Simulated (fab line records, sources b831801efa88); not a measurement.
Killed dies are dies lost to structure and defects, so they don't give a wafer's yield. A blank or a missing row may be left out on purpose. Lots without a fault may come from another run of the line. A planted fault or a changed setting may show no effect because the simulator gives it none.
Which tool did it? | flow sky130 | 7 lots, 21 wafers sampled, at 1 step of a route of 708

WHAT THE GAUGES READ, wafer by wafer
SKY_FIELD_ISO_CD_MEAS_13: target cd 150 nm.
lot  | measured    | on        | cd_nm (nm)
L486 | day 2 20:04 | cd_sem-01 | 148.2 150.4 148.9
L489 | day 3 12:46 | cd_sem-01 | 148.2 148.2 147.9
L491 | day 4 00:36 | cd_sem-01 | 151.1 150.7 151.6
L493 | day 4 12:54 | cd_sem-02 | 150.5 151.3 152.1
L497 | day 5 05:47 | cd_sem-01 | 149.5 149.6 149.5
L501 | day 6 02:53 | cd_sem-02 | 149.7 151.0 151.2
L506 | day 7 06:22 | cd_sem-01 | 150.7 150.1 149.2

WHICH TOOL RAN EACH LOT (tool, then ch and the chambers of the sampled wafers, then the start)
The record holds no process step before these readings.

THE ANSWER, worked out from the rows above alone
Rule: what is usual is taken from the lots themselves. Put in order of their means at a reading, lots are off if they are a third of the lots or fewer, leave a main group of 4 or more, and stand apart from it by a gap of 3 or more times the standard deviation of the main group's means; of several such gaps the widest counts. A main group whose means are all the same, to the digits that the tables above print for the reading, isn't used. A lot without any number at a reading at which 4 lots or more have one is off too. The other lots that the step has rows for count as sound.
No lot is off at any reading shown: from this, nothing can be told.

WHAT THE SIMULATOR HAD PUT IN
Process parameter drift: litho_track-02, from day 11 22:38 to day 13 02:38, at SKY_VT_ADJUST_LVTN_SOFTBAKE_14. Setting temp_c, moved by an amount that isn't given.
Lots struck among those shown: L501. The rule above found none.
